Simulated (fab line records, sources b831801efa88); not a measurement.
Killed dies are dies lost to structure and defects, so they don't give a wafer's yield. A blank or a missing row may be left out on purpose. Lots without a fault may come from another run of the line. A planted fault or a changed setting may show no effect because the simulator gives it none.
Chamber matching | flow sfq_line | SFQ_TRILAYER_I7_CMP_CMP_184 on cmp-02: 4 sister chambers
The step polishes SiO2. 8 wafers are shown with their chamber, then 8 later ones without.

WAFERS WITH THEIR CHAMBER
wafer  | chamber | motor_current_A (A) | platen_rpm (rpm)
L941.6 | 1       | 9.8                 | 59.98
L952.3 | 1       | 10.0                | 59.97
L953.5 | 2       | 10.9                | 59.97
L954.3 | 2       | 11.1                | 60.00
L955.3 | 0       | 10.7                | 60.00
L955.4 | 3       | 11.0                | 59.97
L955.6 | 3       | 11.1                | 59.98
L957.1 | 0       | 10.9                | 59.90

WAFERS WITHOUT THEIR CHAMBER
wafer  | motor_current_A (A) | platen_rpm (rpm)
L957.2 | 10.6                | 60.05
L957.4 | 11.5                | 60.00
L958.2 | 10.9                | 60.00
L958.3 | 9.9                 | 60.02
L958.4 | 11.8                | 59.94
L960.2 | 11.3                | 59.96
L960.3 | 10.5                | 60.00
L960.4 | 11.5                | 59.94

WHICH CHAMBER EACH WENT THROUGH
wafer  | from the rows above          | in truth
L957.2 | can't be placed: 0 or 2 or 3 | 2
L957.4 | can't be placed: 3 or 2      | 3
L958.2 | can't be placed: 2 or 3 or 0 | 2
L958.3 | 1                            | 1
L958.4 | can't be placed: 3 or 2 or 0 | 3
L960.2 | can't be placed: 3 or 2 or 0 | 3
L960.3 | can't be placed: 0 or 2 or 3 | 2
L960.4 | can't be placed: 3 or 2 or 0 | 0
Placed correctly: 1 of 8. Can't be placed from these rows: 7 (the true chamber is among the candidates in 7). Placed wrongly: 0.
How it was worked out, from the rows above alone: a wafer's distance from a chamber is the root of the sum, over the readings, of the square of ((its reading less the chamber's mean) divided by the reading's scatter). The wafer belongs to the nearest chamber; if the next one is less than 2 further off, it can't be placed. A chamber's mean is the mean of its shown wafers. The scatter: the root of (the sum of the squares of (reading less its chamber's mean) over the shown wafers, divided by (wafers less chambers)).
